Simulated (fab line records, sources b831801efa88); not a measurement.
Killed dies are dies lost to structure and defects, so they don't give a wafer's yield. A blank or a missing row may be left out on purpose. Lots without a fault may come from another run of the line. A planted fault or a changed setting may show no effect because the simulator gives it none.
Chamber matching | flow gf180mcu | GF_V1_CMP_26 on cmp-02: 4 sister chambers
The step polishes, stops on SiO2, t overpolish 15 s, target thk 0 nm. 36 wafers are shown with their chamber, then 12 later ones without.

WAFERS WITH THEIR CHAMBER
wafer  | chamber | motor_current_A (A) | time_to_endpoint_s (s) | overpolish_run_s (s)
L075.1 | 3       | 9.9                 | 92                     | 14.990
L075.3 | 0       | 10.6                | 91                     | 14.999
L075.6 | 0       | 11.2                | 96                     | 15.002
L076.2 | 0       | 11.5                | 89                     | 15.012
L076.3 | 1       | 13.3                | 87                     | 15.011
L076.4 | 2       | 11.4                | 87                     | 14.998
L078.1 | 3       | 10.2                | 87                     | 14.997
L078.2 | 0       | 10.8                | 84                     | 14.983
L078.6 | 1       | 12.2                | 89                     | 15.013
L080.3 | 1       | 12.3                | 90                     | 14.989
L080.4 | 3       | 10.1                | 90                     | 14.989
L080.5 | 2       | 10.9                | 85                     | 14.990
L081.1 | 1       | 12.9                | 88                     | 15.005
L081.4 | 0       | 11.1                | 89                     | 14.993
L081.6 | 1       | 12.8                | 88                     | 14.995
L081.2 | 3       | 9.6                 | 85                     | 14.983
L081.3 | 2       | 11.0                | 83                     | 14.992
L081.5 | 2       | 11.0                | 83                     | 14.987
L082.2 | 3       | 10.2                | 87                     | 14.989
L082.3 | 2       | 10.8                | 81                     | 14.998
L082.6 | 1       | 12.2                | 88                     | 15.008
L084.2 | 3       | 10.3                | 84                     | 15.002
L084.4 | 2       | 11.1                | 81                     | 14.990
L084.6 | 3       | 10.3                | 83                     | 15.006
L085.2 | 1       | 12.7                | 86                     | 15.000
L085.4 | 0       | 10.2                | 86                     | 15.002
L085.5 | 3       | 10.1                | 84                     | 14.994
L087.2 | 3       | 9.6                 | 86                     | 14.988
L087.3 | 2       | 10.9                | 83                     | 14.996
L087.5 | 0       | 11.1                | 92                     | 14.993
L089.3 | 2       | 11.1                | 81                     | 14.989
L089.4 | 3       | 10.4                | 88                     | 15.005
L089.6 | 2       | 10.8                | 84                     | 14.997
L091.1 | 0       | 11.4                | 88                     | 15.001
L091.3 | 1       | 13.2                | 85                     | 15.000
L091.6 | 2       | 11.7                | 82                     | 15.001

SIGNATURES (means of the wafers above)
reading            | chamber 0 | chamber 1 | chamber 2 | chamber 3 | scatter within a chamber
motor_current_A    | 10.988    | 12.700    | 11.070    | 10.070    | 0.357
time_to_endpoint_s | 89.38     | 87.62     | 83.00     | 86.60     | 2.62
overpolish_run_s   | 14.99812  | 15.00263  | 14.99380  | 14.99430  | 0.00739
Rule: a wafer's distance from a chamber is the root of the sum, over the readings, of the square of ((its reading less the chamber's mean) divided by the reading's scatter). The wafer belongs to the nearest chamber; if the next one is less than 2 further off, it can't be placed. The scatter: the root of (the sum of the squares of (reading less its chamber's mean) over the shown wafers, divided by (wafers less chambers)).

WAFERS WITHOUT THEIR CHAMBER
wafer  | motor_current_A (A) | time_to_endpoint_s (s) | overpolish_run_s (s)
L091.2 | 11.4                | 82                     | 14.994
L091.4 | 10.5                | 85                     | 14.983
L091.5 | 12.5                | 84                     | 14.996
L094.2 | 11.0                | 86                     | 15.001
L094.5 | 13.1                | 85                     | 15.008
L094.6 | 11.2                | 81                     | 14.996
L096.3 | 12.9                | 79                     | 14.990
L096.4 | 10.0                | 81                     | 14.994
L096.5 | 10.7                | 82                     | 15.003
L096.1 | 11.0                | 83                     | 14.985
L096.2 | 10.9                | 75                     | 15.012
L096.6 | 10.2                | 80                     | 14.977

WHICH CHAMBER EACH WENT THROUGH
wafer  | from the rows above          | in truth
L091.2 | 2                            | 2
L091.4 | can't be placed: 3 or 2 or 0 | 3
L091.5 | 1                            | 1
L094.2 | can't be placed: 0 or 2 or 3 | 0
L094.5 | 1                            | 1
L094.6 | 2                            | 2
L096.3 | can't be placed: 1 or 2      | 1
L096.4 | can't be placed: 3 or 2      | 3
L096.5 | can't be placed: 2 or 3 or 0 | 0
L096.1 | can't be placed: 2 or 0 or 3 | 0
L096.2 | can't be placed: 2 or 3 or 0 | 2
L096.6 | can't be placed: 3 or 2 or 0 | 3
Placed correctly: 4 of 12. Can't be placed from these rows: 8 (the true chamber is among the candidates in 8). Placed wrongly: 0.
